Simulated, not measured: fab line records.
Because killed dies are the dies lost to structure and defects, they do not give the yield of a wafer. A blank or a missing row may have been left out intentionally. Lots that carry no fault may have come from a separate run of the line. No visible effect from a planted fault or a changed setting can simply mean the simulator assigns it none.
Struck lot and sound lot, side by side :: flow gf180mcu :: 17 steps out of a route of 602
Sound: the wafers L766.2, L766.5, L766.6. Struck: wafers L770.1, L770.2, L770.4. The cause is named last.
Each step with rows lists, per side, the tool, then ch with its chambers, then its first start. Under that, the readings that differ: sound wafers :: struck wafers :: difference of the means :: sigmas: that difference in standard deviations of wafers without a fault.
alike: readings with means less than 2 such deviations apart, plus words and numbers identical on both sides. not compared: withheld readings, readings lacking a value on some wafer, bounds such as >300 that could conceal the same value, and numbers that have no deviation in the record and whose values overlap.
Wherever a step has rows on one side only, a row that says differs or no value, or a row with sigmas, the two part there. When numbers do not overlap yet have no deviation, they are printed without sigmas and do not part them. A reading that every wafer of one side lacks parts them only if that side has two wafers or more.

first, 2 steps without rows for these wafers: GF_HV_LDD_PEB_44; GF_HV_LDD_DEVELOP_45 (develop time 60 s).
GF_HV_LDD_CD_MEAS_46 targets a cd of 400 nm.
  sound on cd_sem-01, day 14 11:55; struck on cd_sem-02, day 15 23:15
  alike: cd_nm
GF_HV_LDD_OVL_MEAS_47:
  sound on overlay-01, day 14 12:02; struck on overlay-01, day 15 23:22
  alike: HV_LDD_03_OVL
then, 1 step without rows for these wafers: GF_HV_LDD_IMPLANT_48.
GF_HV_LDD_STRIP_49: strips in O2/N2.
  sound on plasma_asher-01 ch 0,1, day 14 12:13; struck on plasma_asher-04 ch 0,1, day 15 23:34
  alike: drypump_motor_current_A, heater_power_w, o2_flow_sccm, oes_product_au, strip_time_to_endpoint_s
  not compared: rf_hours_counter_h
GF_HV_LDD_TW_MEAS_50:
  sound on film_metro-02, day 14 12:19; struck on film_metro-04, day 15 23:40
  alike: HV_LDD_4_TW
then, 1 step without rows for these wafers: GF_HV_LDD_CLEAN_51 (cleans in SC1/SC2, time 150 s).
GF_HV_LDD_RTA_52: time 10 s.
  sound on rtp_anneal-02 ch 0, day 14 12:26; struck on rtp_anneal-02 ch 0, day 15 23:46
  alike: lamp_power_pct, wafer_temp_C_max
GF_HV_LDD_RS_MEAS_53: a four-point-probe measurement.
  sound on film_metro-03, day 14 12:30; struck on film_metro-02, day 15 23:50
  alike: HV_LDD_RS
then, 1 step without rows for these wafers: GF_HV_LDD_CVD_54 (deposits SiO2 from TEOS, target thk 10 nm, time 75 s).
GF_HV_LDD_THK_MEAS_55:
  sound on film_metro-03, day 14 13:38; struck on film_metro-04, day 16 00:58
  alike: HV_LDD_CVD_54_THK
GF_HV_LDD_CVD_56: deposits Si3N4 from DCS/NH3, target thk 90 nm, time 1543 s.
  sound on lpcvd-01 ch 0, day 14 13:41; struck on lpcvd-01 ch 0, day 16 01:02
reading: model.Si3N4_of_HV_LDD_CVD_56.thk_nm (nm)
sound: 90.21 90.05 90.81
struck: 98.04 97.56 97.82
difference: +7.45
sigmas: 
  alike: zone_power_centre_pct
GF_HV_LDD_THK_MEAS_57:
  sound on film_metro-04, day 14 15:07; struck on film_metro-04, day 16 02:28
reading: HV_LDD_CVD_56_THK (nm)
sound: 90.1 90.1 90.8
struck: 98.1 97.6 97.9
difference: +7.5
sigmas: +10
GF_HV_LDD_ETCHBACK_58: etches Si3N4 in CH3F/O2, stops on SiO2, time 100 s, target depth 90 nm.
  sound on rie_diel-04 ch 0,1, day 14 15:10; struck on rie_diel-03 ch 0,1,2, day 16 02:31
reading: oes_product_au (a.u.)
sound: 0.844 0.844 0.845
struck: 0.878 0.883 0.890
difference: +0.039
sigmas: +7

reading: model.etch.depth_nm (nm)
sound: 90.21 90.05 90.81
struck: 98.04 97.56 97.82
difference: +7.45
sigmas: 
  alike: drypump_motor_current_A, throttle_valve_pct
  not compared: rf_hours_counter_h
then, 1 step without rows for these wafers: GF_NSD_DEHYDRATE_00 (time 60 s).
GF_PASSIVATION_PROBE_99:
  rows exist in the record for the sound wafers here (prober-01, day 30 20:41), none for the struck ones

WHERE THEY PART
Last at GF_PASSIVATION_PROBE_99 as far as this record goes, first at GF_HV_LDD_THK_MEAS_57.

WHY: what had been put in by the simulator
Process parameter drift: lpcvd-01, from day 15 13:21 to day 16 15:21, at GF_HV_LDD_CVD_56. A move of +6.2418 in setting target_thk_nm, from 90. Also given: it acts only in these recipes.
